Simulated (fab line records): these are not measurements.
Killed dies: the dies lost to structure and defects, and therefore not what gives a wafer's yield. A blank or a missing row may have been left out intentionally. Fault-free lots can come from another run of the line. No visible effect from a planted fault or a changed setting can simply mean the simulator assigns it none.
Code-filled problem report in 8D (eight disciplines) form + flow gf180mcu + the parts of the form that need people (team, actions taken, sign-off) are left out

== 1. WHAT IS WRONG ==
Wafers without a fault read 280.2 nm, standard deviation 0.94; cd_nm at GF_M4_CD_MEAS_14 reads a mean of 286.1 nm on 6 wafers belonging to 2 lots. Relative to the usual mean, that is a shift of +6.3 standard deviations.
The step: target cd 280 nm.
First seen on wafer L564.1, day 26 20:46, on cd_sem-02. The record holds 39 wafers of 13 lots with a number at this step. The rule behind "out" and "out of limits": a value lying over 4 standard deviations away from the usual mean. All remaining wafers that have a number are taken as sound.

== 2. WHAT THIS IS AND IS NOT ==
| question                    | is                     | is not                                                                                                        |
|-----------------------------|------------------------|---------------------------------------------------------------------------------------------------------------|
| which readings at this step | cd_nm                  | -                                                                                                             |
| which lots                  | L564, L566             | L556, L557, L561, L569, L573, L574, L575, L576, L577, L578, L579                                              |
| which wafers of those lots  | all that have a number | -                                                                                                             |
| read on which gauges        | cd_sem-02              | cd_sem-01                                                                                                     |
| when                        | from day 26 20:46      | up to then (9 sound wafers); but 24 sound wafers of L569, L573, L574, L575, L576, L577, L578, L579 came after |

== 3. THE SUSPECTS, EACH WITH WHAT RULES IT OUT ==
Counting: a tool stays on the suspect list if, at a process step up to the reading, it processed all lots that are out and no sound lot following the first of them.
- ruled out: the gauge at GF_M4_CD_MEAS_14. All the wafers that are out were read on cd_sem-02, but those of them that GF_M4_SOFTBAKE_10 has rows for are out there too, on other tools.
- pvd_sputter-03 at GF_M3_SPUTTER_02 (material AlCu, target thk 450 nm, time 23.9 s): kept. Every lot that is out went through it, starting with L564 (day 23 20:42), and after that it ran no sound lot; the last sound lot it ran before then is L557 (day 21 01:44).
- litho_track-03 at GF_M4_SOFTBAKE_10 (time 60 s): ruled out as a lasting fault. Sound lots L573, L577, L578 ran on it after its first lot that is out, L564 (day 26 09:17).
The count leaves pvd_sputter-03 at GF_M3_SPUTTER_02.

== 4. THE CAUSE (what the simulator had put in) ==
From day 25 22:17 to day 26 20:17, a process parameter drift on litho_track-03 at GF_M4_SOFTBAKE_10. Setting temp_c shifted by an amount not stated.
It was ruled out by counting, in error; the rule expects a fault to strike all lots run on its tool from its start on, and this fault did not.

== 5. SEQUENCE OF EFFECTS, ordered by route ==
Each row: a reading where the mean over the struck wafers with a number is more than 3 standard deviations away from the usual. Only readings for which the record gives a usual standard deviation are gone through. hours: the time from each lot's start at the first step in this table that gives one to its start at this step, as a median over the lots. sigmas: the change in usual standard deviations.
| hours | step              | reading              | usual    | on struck wafers | change | sigmas |
|-------|-------------------|----------------------|----------|------------------|--------|--------|
| 0     | GF_M4_SOFTBAKE_10 | heater_power_total_W | 93.04 W  | 91.13            | -1.91  | -33    |
| 0     | GF_M4_SOFTBAKE_10 | plate_temp_C         | 130.00 C | 127.80           | -2.20  | -14    |
| 10    | GF_M4_CD_MEAS_14  | cd_nm                | 280.2 nm | 286.1            | +5.9   | +6.3   |
Process steps it contains:
- GF_M4_SOFTBAKE_10: time 60 s.
Later measuring or inspecting steps at which every struck wafer that the step has a row for has a number for every such reading, and none has moved that far: GF_M4_OVL_MEAS_15.

== 6. HOW IT WOULD HAVE BEEN CAUGHT EARLIER ==
The first out-of-limits reading at a measuring or inspecting step in this record came at day 26 20:46, 22 hours after the fault's start at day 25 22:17.
The tool's own readings at GF_M4_SOFTBAKE_10 were out on every struck wafer that the step has a row for (heater_power_total_W, plate_temp_C): an alarm limit on them would have fired on the first of those.
